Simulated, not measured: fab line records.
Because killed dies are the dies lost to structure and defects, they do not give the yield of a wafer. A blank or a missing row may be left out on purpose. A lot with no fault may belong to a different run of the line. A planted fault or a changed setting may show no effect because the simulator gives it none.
Which tool was responsible? || flow sky130 || Sampling: 24 lots, 72 wafers, 5 of 708 route steps

WHAT THE GAUGES SHOWED, per wafer
SKY_PASSIVATION_THK_MEAS_03.
{"lot": "L074", "measured": "day 43 19:11", "on": "film metro-03", "PASSIVATION_CVD_02_THK (nm)": "532 528 535"}
{"lot": "L075", "measured": "day 43 22:15", "on": "film metro-04", "PASSIVATION_CVD_02_THK (nm)": "535 554 543"}
{"lot": "L076", "measured": "day 44 11:04", "on": "film metro-01", "PASSIVATION_CVD_02_THK (nm)": "539 548 542"}
{"lot": "L077", "measured": "day 44 20:14", "on": "film metro-04", "PASSIVATION_CVD_02_THK (nm)": "538 539 543"}
{"lot": "L078", "measured": "day 45 01:53", "on": "film metro-04", "PASSIVATION_CVD_02_THK (nm)": "537 550 541"}
{"lot": "L079", "measured": "day 45 07:23", "on": "film metro-03", "PASSIVATION_CVD_02_THK (nm)": "543 551 547"}
{"lot": "L080", "measured": "day 45 18:41", "on": "film metro-04", "PASSIVATION_CVD_02_THK (nm)": "537 535 549"}
{"lot": "L081", "measured": "day 45 21:25", "on": "film metro-01", "PASSIVATION_CVD_02_THK (nm)": "531 532 536"}
{"lot": "L082", "measured": "day 46 05:41", "on": "film metro-03", "PASSIVATION_CVD_02_THK (nm)": "532 545 549"}
{"lot": "L083", "measured": "day 46 08:26", "on": "film metro-01", "PASSIVATION_CVD_02_THK (nm)": "553 549 542"}
{"lot": "L084", "measured": "day 46 14:53", "on": "film metro-03", "PASSIVATION_CVD_02_THK (nm)": "539 550 541"}
{"lot": "L086", "measured": "day 47 00:24", "on": "film metro-04", "PASSIVATION_CVD_02_THK (nm)": "529 536 546"}
{"lot": "L085", "measured": "day 47 03:16", "on": "film metro-01", "PASSIVATION_CVD_02_THK (nm)": "534 543 540"}
{"lot": "L087", "measured": "day 47 06:59", "on": "film metro-04", "PASSIVATION_CVD_02_THK (nm)": "534 534 542"}
{"lot": "L088", "measured": "day 47 10:53", "on": "film metro-03", "PASSIVATION_CVD_02_THK (nm)": "532 544 551"}
{"lot": "L089", "measured": "day 47 17:34", "on": "film metro-01", "PASSIVATION_CVD_02_THK (nm)": "528 539 541"}
{"lot": "L090", "measured": "day 47 19:08", "on": "film metro-04", "PASSIVATION_CVD_02_THK (nm)": "524 539 534"}
{"lot": "L091", "measured": "day 48 06:20", "on": "film metro-04", "PASSIVATION_CVD_02_THK (nm)": "534 530 531"}
{"lot": "L092", "measured": "day 48 09:50", "on": "film metro-01", "PASSIVATION_CVD_02_THK (nm)": "539 543 539"}
{"lot": "L093", "measured": "day 48 16:17", "on": "film metro-03", "PASSIVATION_CVD_02_THK (nm)": "536 540 553"}
{"lot": "L094", "measured": "day 48 22:11", "on": "film metro-01", "PASSIVATION_CVD_02_THK (nm)": "534 546 546"}
{"lot": "L095", "measured": "day 48 23:37", "on": "film metro-03", "PASSIVATION_CVD_02_THK (nm)": "550 540 543"}
{"lot": "L096", "measured": "day 49 08:02", "on": "film metro-04", "PASSIVATION_CVD_02_THK (nm)": "534 545 553"}
{"lot": "L097", "measured": "day 49 10:18", "on": "film metro-03", "PASSIVATION_CVD_02_THK (nm)": "543 537 548"}

TOOL THAT RAN EACH LOT (tool first, then ch and the chambers of the sampled wafers, then the start)
{"lot": "L074", "SKY_VIA3_CVD_21": "cvd w-02 ch 0,1, day 39 14:20", "SKY_METAL4_SPUTTER_04": "pvd sputter-03, day 39 15:12", "SKY_VIA4_ETCH_12": "rie diel-01 ch 1,3, day 42 17:37", "SKY_METAL5_DESCUM_14": "rie metal-02 ch 0,1, day 43 17:56"}
{"lot": "L075", "SKY_VIA3_CVD_21": "cvd w-02 ch 0,1, day 39 17:14", "SKY_METAL4_SPUTTER_04": "pvd sputter-04, day 39 17:56", "SKY_VIA4_ETCH_12": "rie diel-02 ch 2,3, day 42 20:37", "SKY_METAL5_DESCUM_14": "rie metal-03 ch 0,1, day 43 20:55"}
{"lot": "L076", "SKY_VIA3_CVD_21": "cvd w-02 ch 0,1, day 40 07:52", "SKY_METAL4_SPUTTER_04": "pvd sputter-04, day 40 08:32", "SKY_VIA4_ETCH_12": "rie diel-04 ch 1,2, day 43 09:43", "SKY_METAL5_DESCUM_14": "rie metal-02 ch 0,1, day 44 09:32"}
{"lot": "L077", "SKY_VIA3_CVD_21": "cvd w-02 ch 0,1, day 40 17:47", "SKY_METAL4_SPUTTER_04": "pvd sputter-03, day 40 18:30", "SKY_VIA4_ETCH_12": "rie diel-02 ch 0,2,3, day 43 19:28", "SKY_METAL5_DESCUM_14": "rie metal-04 ch 0,1, day 44 19:01"}
{"lot": "L078", "SKY_VIA3_CVD_21": "cvd w-01 ch 0,1, day 41 00:48", "SKY_METAL4_SPUTTER_04": "pvd sputter-02, day 41 01:31", "SKY_VIA4_ETCH_12": "rie diel-01 ch 1,3, day 44 00:16", "SKY_METAL5_DESCUM_14": "rie metal-03 ch 0,1, day 45 00:17"}
{"lot": "L079", "SKY_VIA3_CVD_21": "cvd w-01 ch 0,1, day 41 07:02", "SKY_METAL4_SPUTTER_04": "pvd sputter-02, day 41 08:01", "SKY_VIA4_ETCH_12": "rie diel-02 ch 0,3, day 44 06:40", "SKY_METAL5_DESCUM_14": "rie metal-03 ch 0,1, day 45 06:10"}
{"lot": "L080", "SKY_VIA3_CVD_21": "cvd w-02 ch 0,1, day 41 18:26", "SKY_METAL4_SPUTTER_04": "pvd sputter-02, day 41 19:41", "SKY_VIA4_ETCH_12": "rie diel-02 ch 1,3, day 44 18:28", "SKY_METAL5_DESCUM_14": "rie metal-04 ch 0,1, day 45 17:23"}
{"lot": "L081", "SKY_VIA3_CVD_21": "cvd w-01 ch 0,1, day 41 22:59", "SKY_METAL4_SPUTTER_04": "pvd sputter-04, day 41 23:41", "SKY_VIA4_ETCH_12": "rie diel-04 ch 0,1,3, day 44 21:43", "SKY_METAL5_DESCUM_14": "rie metal-04 ch 0,1, day 45 20:14"}
{"lot": "L082", "SKY_VIA3_CVD_21": "cvd w-01 ch 1, day 42 08:02", "SKY_METAL4_SPUTTER_04": "pvd sputter-04, day 42 08:44", "SKY_VIA4_ETCH_12": "rie diel-02 ch 0,1,3, day 45 06:07", "SKY_METAL5_DESCUM_14": "rie metal-03 ch 0,1, day 46 04:28"}
{"lot": "L083", "SKY_VIA3_CVD_21": "cvd w-01 ch 0,1, day 42 11:19", "SKY_METAL4_SPUTTER_04": "pvd sputter-03, day 42 11:59", "SKY_VIA4_ETCH_12": "rie diel-04 ch 0,1,2, day 45 09:34", "SKY_METAL5_DESCUM_14": "rie metal-03 ch 0,1, day 46 07:14"}
{"lot": "L084", "SKY_VIA3_CVD_21": "cvd w-01 ch 0,1, day 42 17:02", "SKY_METAL4_SPUTTER_04": "pvd sputter-02, day 42 17:45", "SKY_VIA4_ETCH_12": "rie diel-01 ch 0,1,3, day 45 15:37", "SKY_METAL5_DESCUM_14": "rie metal-04 ch 0,1, day 46 13:40"}
{"lot": "L086", "SKY_VIA3_CVD_21": "cvd w-02 ch 0,1, day 43 04:37", "SKY_METAL4_SPUTTER_04": "pvd sputter-04, day 43 05:20", "SKY_VIA4_ETCH_12": "rie diel-04 ch 1,2,3, day 46 01:13", "SKY_METAL5_DESCUM_14": "rie metal-02 ch 0,1, day 46 23:14"}
{"lot": "L085", "SKY_VIA3_CVD_21": "cvd w-01 ch 0,1, day 43 08:35", "SKY_METAL4_SPUTTER_04": "pvd sputter-04, day 43 09:16", "SKY_VIA4_ETCH_12": "rie diel-04 ch 0,1,3, day 46 03:46", "SKY_METAL5_DESCUM_14": "rie metal-02 ch 0,1, day 47 01:59"}
{"lot": "L087", "SKY_VIA3_CVD_21": "cvd w-01 ch 0,1, day 43 11:47", "SKY_METAL4_SPUTTER_04": "pvd sputter-03, day 43 12:29", "SKY_VIA4_ETCH_12": "rie diel-04 ch 1,2, day 46 07:55", "SKY_METAL5_DESCUM_14": "rie metal-03 ch 0,1, day 47 05:46"}
{"lot": "L088", "SKY_VIA3_CVD_21": "cvd w-02 ch 0,1, day 43 16:34", "SKY_METAL4_SPUTTER_04": "pvd sputter-04, day 43 17:14", "SKY_VIA4_ETCH_12": "rie diel-02 ch 0,1,2, day 46 12:10", "SKY_METAL5_DESCUM_14": "rie metal-02 ch 0,1, day 47 09:41"}
{"lot": "L089", "SKY_VIA3_CVD_21": "cvd w-01 ch 0,1, day 43 23:23", "SKY_METAL4_SPUTTER_04": "pvd sputter-04, day 44 00:05", "SKY_VIA4_ETCH_12": "rie diel-01 ch 1,2,3, day 46 19:01", "SKY_METAL5_DESCUM_14": "rie metal-04 ch 0, day 47 16:07"}
{"lot": "L090", "SKY_VIA3_CVD_21": "cvd w-02 ch 0,1, day 44 00:56", "SKY_METAL4_SPUTTER_04": "pvd sputter-04, day 44 01:39", "SKY_VIA4_ETCH_12": "rie diel-02 ch 0,1,3, day 46 20:10", "SKY_METAL5_DESCUM_14": "rie metal-04 ch 0, day 47 17:35"}
{"lot": "L091", "SKY_VIA3_CVD_21": "cvd w-01 ch 0,1, day 44 14:25", "SKY_METAL4_SPUTTER_04": "pvd sputter-04, day 44 15:05", "SKY_VIA4_ETCH_12": "rie diel-01 ch 2,3, day 47 08:10", "SKY_METAL5_DESCUM_14": "rie metal-04 ch 0,1, day 48 05:02"}
{"lot": "L092", "SKY_VIA3_CVD_21": "cvd w-01 ch 0,1, day 44 17:48", "SKY_METAL4_SPUTTER_04": "pvd sputter-04, day 44 18:30", "SKY_VIA4_ETCH_12": "rie diel-04 ch 1,2, day 47 10:49", "SKY_METAL5_DESCUM_14": "rie metal-02 ch 0,1, day 48 08:07"}
{"lot": "L093", "SKY_VIA3_CVD_21": "cvd w-01 ch 0,1, day 45 02:44", "SKY_METAL4_SPUTTER_04": "pvd sputter-04, day 45 03:26", "SKY_VIA4_ETCH_12": "rie diel-04 ch 0,1,3, day 47 18:25", "SKY_METAL5_DESCUM_14": "rie metal-02 ch 0,1, day 48 14:56"}
{"lot": "L094", "SKY_VIA3_CVD_21": "cvd w-01 ch 1, day 45 09:25", "SKY_METAL4_SPUTTER_04": "pvd sputter-04, day 45 10:17", "SKY_VIA4_ETCH_12": "rie diel-02 ch 0,2, day 48 00:49", "SKY_METAL5_DESCUM_14": "rie metal-04 ch 0,1, day 48 20:56"}
{"lot": "L095", "SKY_VIA3_CVD_21": "cvd w-02 ch 0,1, day 45 10:50", "SKY_METAL4_SPUTTER_04": "pvd sputter-03, day 45 11:56", "SKY_VIA4_ETCH_12": "rie diel-01 ch 0,1, day 48 01:40", "SKY_METAL5_DESCUM_14": "rie metal-03 ch 1, day 48 22:03"}
{"lot": "L096", "SKY_VIA3_CVD_21": "cvd w-01 ch 1, day 45 19:02", "SKY_METAL4_SPUTTER_04": "pvd sputter-02, day 45 19:49", "SKY_VIA4_ETCH_12": "rie diel-02 ch 0,1,2, day 48 10:40", "SKY_METAL5_DESCUM_14": "rie metal-03 ch 1, day 49 06:23"}
{"lot": "L097", "SKY_VIA3_CVD_21": "cvd w-02 ch 0,1, day 46 00:02", "SKY_METAL4_SPUTTER_04": "pvd sputter-04, day 46 00:45", "SKY_VIA4_ETCH_12": "rie diel-02 ch 0,1,2, day 48 14:01", "SKY_METAL5_DESCUM_14": "rie metal-04 ch 0,1, day 49 09:08"}
- SKY_VIA3_CVD_21: deposits W, target thk 390 nm, time 117.31 s.
- SKY_METAL4_SPUTTER_04: material TiN, target thk 70 nm, time 58.3 s.
- SKY_VIA4_ETCH_12: etches SiO2 in C4F8/O2/Ar, stops on TiN, target depth 580 nm.
- SKY_METAL5_DESCUM_14: chemistry O2, time 11 s.

AS READ BY THE TOOLS THEMSELVES (means over the sampled wafers that have a number; for cases with no such wafer, the mark the record gives instead)
SKY_VIA3_CVD_21.
{"lot": "L074", "tool": "cvd w-02", "heater power outer w (W)": 561, "heater power w (W)": 878}
{"lot": "L075", "tool": "cvd w-02", "heater power outer w (W)": 568, "heater power w (W)": 872}
{"lot": "L076", "tool": "cvd w-02", "heater power outer w (W)": 543, "heater power w (W)": 888}
{"lot": "L077", "tool": "cvd w-02", "heater power outer w (W)": 558, "heater power w (W)": 871}
{"lot": "L078", "tool": "cvd w-01", "heater power outer w (W)": 517, "heater power w (W)": 831}
{"lot": "L079", "tool": "cvd w-01", "heater power outer w (W)": 496, "heater power w (W)": 814}
{"lot": "L080", "tool": "cvd w-02", "heater power outer w (W)": 560, "heater power w (W)": 877}
{"lot": "L081", "tool": "cvd w-01", "heater power outer w (W)": 505, "heater power w (W)": 828}
{"lot": "L082", "tool": "cvd w-01", "heater power outer w (W)": 480, "heater power w (W)": 841}
{"lot": "L083", "tool": "cvd w-01", "heater power outer w (W)": 517, "heater power w (W)": 806}
{"lot": "L084", "tool": "cvd w-01", "heater power outer w (W)": 511, "heater power w (W)": 818}
{"lot": "L086", "tool": "cvd w-02", "heater power outer w (W)": 570, "heater power w (W)": 870}
{"lot": "L085", "tool": "cvd w-01", "heater power outer w (W)": 506, "heater power w (W)": 822}
{"lot": "L087", "tool": "cvd w-01", "heater power outer w (W)": 498, "heater power w (W)": 839}
{"lot": "L088", "tool": "cvd w-02", "heater power outer w (W)": 571, "heater power w (W)": 888}
{"lot": "L089", "tool": "cvd w-01", "heater power outer w (W)": 511, "heater power w (W)": 820}
{"lot": "L090", "tool": "cvd w-02", "heater power outer w (W)": 550, "heater power w (W)": 896}
{"lot": "L091", "tool": "cvd w-01", "heater power outer w (W)": 495, "heater power w (W)": 841}
{"lot": "L092", "tool": "cvd w-01", "heater power outer w (W)": 498, "heater power w (W)": 834}
{"lot": "L093", "tool": "cvd w-01", "heater power outer w (W)": 501, "heater power w (W)": 824}
{"lot": "L094", "tool": "cvd w-01", "heater power outer w (W)": 483, "heater power w (W)": 858}
{"lot": "L095", "tool": "cvd w-02", "heater power outer w (W)": 559, "heater power w (W)": 890}
{"lot": "L096", "tool": "cvd w-01", "heater power outer w (W)": 484, "heater power w (W)": 843}
{"lot": "L097", "tool": "cvd w-02", "heater power outer w (W)": 565, "heater power w (W)": 875}

SKY_METAL4_SPUTTER_04.
{"lot": "L074", "tool": "pvd sputter-03", "throttle valve pct (%)": 29.6}
{"lot": "L075", "tool": "pvd sputter-04", "throttle valve pct (%)": 31.7}
{"lot": "L076", "tool": "pvd sputter-04", "throttle valve pct (%)": 30.3}
{"lot": "L077", "tool": "pvd sputter-03", "throttle valve pct (%)": 29.5}
{"lot": "L078", "tool": "pvd sputter-02", "throttle valve pct (%)": 29.9}
{"lot": "L079", "tool": "pvd sputter-02", "throttle valve pct (%)": 29.9}
{"lot": "L080", "tool": "pvd sputter-02", "throttle valve pct (%)": 29.3}
{"lot": "L081", "tool": "pvd sputter-04", "throttle valve pct (%)": 29.7}
{"lot": "L082", "tool": "pvd sputter-04", "throttle valve pct (%)": 30.3}
{"lot": "L083", "tool": "pvd sputter-03", "throttle valve pct (%)": 28.9}
{"lot": "L084", "tool": "pvd sputter-02", "throttle valve pct (%)": 29.2}
{"lot": "L086", "tool": "pvd sputter-04", "throttle valve pct (%)": 30.2}
{"lot": "L085", "tool": "pvd sputter-04", "throttle valve pct (%)": 29.7}
{"lot": "L087", "tool": "pvd sputter-03", "throttle valve pct (%)": 29.7}
{"lot": "L088", "tool": "pvd sputter-04", "throttle valve pct (%)": 31.2}
{"lot": "L089", "tool": "pvd sputter-04", "throttle valve pct (%)": 30.6}
{"lot": "L090", "tool": "pvd sputter-04", "throttle valve pct (%)": 29.9}
{"lot": "L091", "tool": "pvd sputter-04", "throttle valve pct (%)": 31.4}
{"lot": "L092", "tool": "pvd sputter-04", "throttle valve pct (%)": 29.4}
{"lot": "L093", "tool": "pvd sputter-04", "throttle valve pct (%)": 30.4}
{"lot": "L094", "tool": "pvd sputter-04", "throttle valve pct (%)": 30.5}
{"lot": "L095", "tool": "pvd sputter-03", "throttle valve pct (%)": 29.0}
{"lot": "L096", "tool": "pvd sputter-02", "throttle valve pct (%)": 29.3}
{"lot": "L097", "tool": "pvd sputter-04", "throttle valve pct (%)": 30.4}

SKY_VIA4_ETCH_12.
{"lot": "L074", "tool": "rie diel-01", "oes product au (a.u.)": 0.927}
{"lot": "L075", "tool": "rie diel-02", "oes product au (a.u.)": 0.925}
{"lot": "L076", "tool": "rie diel-04", "oes product au (a.u.)": 0.928}
{"lot": "L077", "tool": "rie diel-02", "oes product au (a.u.)": 0.926}
{"lot": "L078", "tool": "rie diel-01", "oes product au (a.u.)": 0.929}
{"lot": "L079", "tool": "rie diel-02", "oes product au (a.u.)": 0.925}
{"lot": "L080", "tool": "rie diel-02", "oes product au (a.u.)": 0.931}
{"lot": "L081", "tool": "rie diel-04", "oes product au (a.u.)": 0.923}
{"lot": "L082", "tool": "rie diel-02", "oes product au (a.u.)": 0.924}
{"lot": "L083", "tool": "rie diel-04", "oes product au (a.u.)": 0.928}
{"lot": "L084", "tool": "rie diel-01", "oes product au (a.u.)": 0.927}
{"lot": "L086", "tool": "rie diel-04", "oes product au (a.u.)": 0.923}
{"lot": "L085", "tool": "rie diel-04", "oes product au (a.u.)": 0.922}
{"lot": "L087", "tool": "rie diel-04", "oes product au (a.u.)": 0.924}
{"lot": "L088", "tool": "rie diel-02", "oes product au (a.u.)": 0.924}
{"lot": "L089", "tool": "rie diel-01", "oes product au (a.u.)": 0.927}
{"lot": "L090", "tool": "rie diel-02", "oes product au (a.u.)": 0.932}
{"lot": "L091", "tool": "rie diel-01", "oes product au (a.u.)": 0.921}
{"lot": "L092", "tool": "rie diel-04", "oes product au (a.u.)": 0.924}
{"lot": "L093", "tool": "rie diel-04", "oes product au (a.u.)": 0.926}
{"lot": "L094", "tool": "rie diel-02", "oes product au (a.u.)": 0.923}
{"lot": "L095", "tool": "rie diel-01", "oes product au (a.u.)": 0.928}
{"lot": "L096", "tool": "rie diel-02", "oes product au (a.u.)": 0.922}
{"lot": "L097", "tool": "rie diel-02", "oes product au (a.u.)": 0.922}

SKY_METAL5_DESCUM_14.
{"lot": "L074", "tool": "rie metal-02", "drypump motor current A (A)": 5.3, "oes product au (a.u.)": 0.989}
{"lot": "L075", "tool": "rie metal-03", "drypump motor current A (A)": 5.2, "oes product au (a.u.)": 1.005}
{"lot": "L076", "tool": "rie metal-02", "drypump motor current A (A)": 5.5, "oes product au (a.u.)": 0.996}
{"lot": "L077", "tool": "rie metal-04", "drypump motor current A (A)": 5.6, "oes product au (a.u.)": 1.004}
{"lot": "L078", "tool": "rie metal-03", "drypump motor current A (A)": 5.2, "oes product au (a.u.)": 1.009}
{"lot": "L079", "tool": "rie metal-03", "drypump motor current A (A)": 5.2, "oes product au (a.u.)": 1.004}
{"lot": "L080", "tool": "rie metal-04", "drypump motor current A (A)": 5.6, "oes product au (a.u.)": 0.991}
{"lot": "L081", "tool": "rie metal-04", "drypump motor current A (A)": 5.7, "oes product au (a.u.)": 0.993}
{"lot": "L082", "tool": "rie metal-03", "drypump motor current A (A)": 5.2, "oes product au (a.u.)": 1.009}
{"lot": "L083", "tool": "rie metal-03", "drypump motor current A (A)": 5.4, "oes product au (a.u.)": 1.000}
{"lot": "L084", "tool": "rie metal-04", "drypump motor current A (A)": 5.6, "oes product au (a.u.)": 0.986}
{"lot": "L086", "tool": "rie metal-02", "drypump motor current A (A)": 5.3, "oes product au (a.u.)": 0.995}
{"lot": "L085", "tool": "rie metal-02", "drypump motor current A (A)": 5.5, "oes product au (a.u.)": 0.993}
{"lot": "L087", "tool": "rie metal-03", "drypump motor current A (A)": 5.4, "oes product au (a.u.)": 1.013}
{"lot": "L088", "tool": "rie metal-02", "drypump motor current A (A)": 5.6, "oes product au (a.u.)": 0.992}
{"lot": "L089", "tool": "rie metal-04", "drypump motor current A (A)": 5.7, "oes product au (a.u.)": 1.005}
{"lot": "L090", "tool": "rie metal-04", "drypump motor current A (A)": 5.7, "oes product au (a.u.)": 0.998}
{"lot": "L091", "tool": "rie metal-04", "drypump motor current A (A)": 5.6, "oes product au (a.u.)": 1.002}
{"lot": "L092", "tool": "rie metal-02", "drypump motor current A (A)": 5.3, "oes product au (a.u.)": 1.001}
{"lot": "L093", "tool": "rie metal-02", "drypump motor current A (A)": 5.3, "oes product au (a.u.)": 0.995}
{"lot": "L094", "tool": "rie metal-04", "drypump motor current A (A)": 5.6, "oes product au (a.u.)": 0.995}
{"lot": "L095", "tool": "rie metal-03", "drypump motor current A (A)": 5.0, "oes product au (a.u.)": 1.008}
{"lot": "L096", "tool": "rie metal-03", "drypump motor current A (A)": 4.9, "oes product au (a.u.)": 1.005}
{"lot": "L097", "tool": "rie metal-04", "drypump motor current A (A)": 5.6, "oes product au (a.u.)": 1.002}

THE ANSWER, worked out from the rows above alone
Rule: the usual values come from the lots themselves. Put in order of their means at a reading, lots are off if they are a third of the lots or fewer, leave a main group of 4 or more, and stand apart from it by a gap of 3 or more times the standard deviation of the main group's means; of several such gaps the widest counts. A main group whose means are all the same, to the digits that the tables above print for the reading, isn't used. A lot without any number at a reading at which 4 lots or more have one is off too. The other lots that the step has rows for count as sound. The gauges are gone through in route order, then the tools' own readings, and for those a lot's mean is taken as printed above. At the first step where some lot is off, the reading lying furthest off is the one used; lots without a number count as furthest.
Nothing can be told from this: no lot is off at any reading shown.

WHAT THE SIMULATOR HAD INSERTED
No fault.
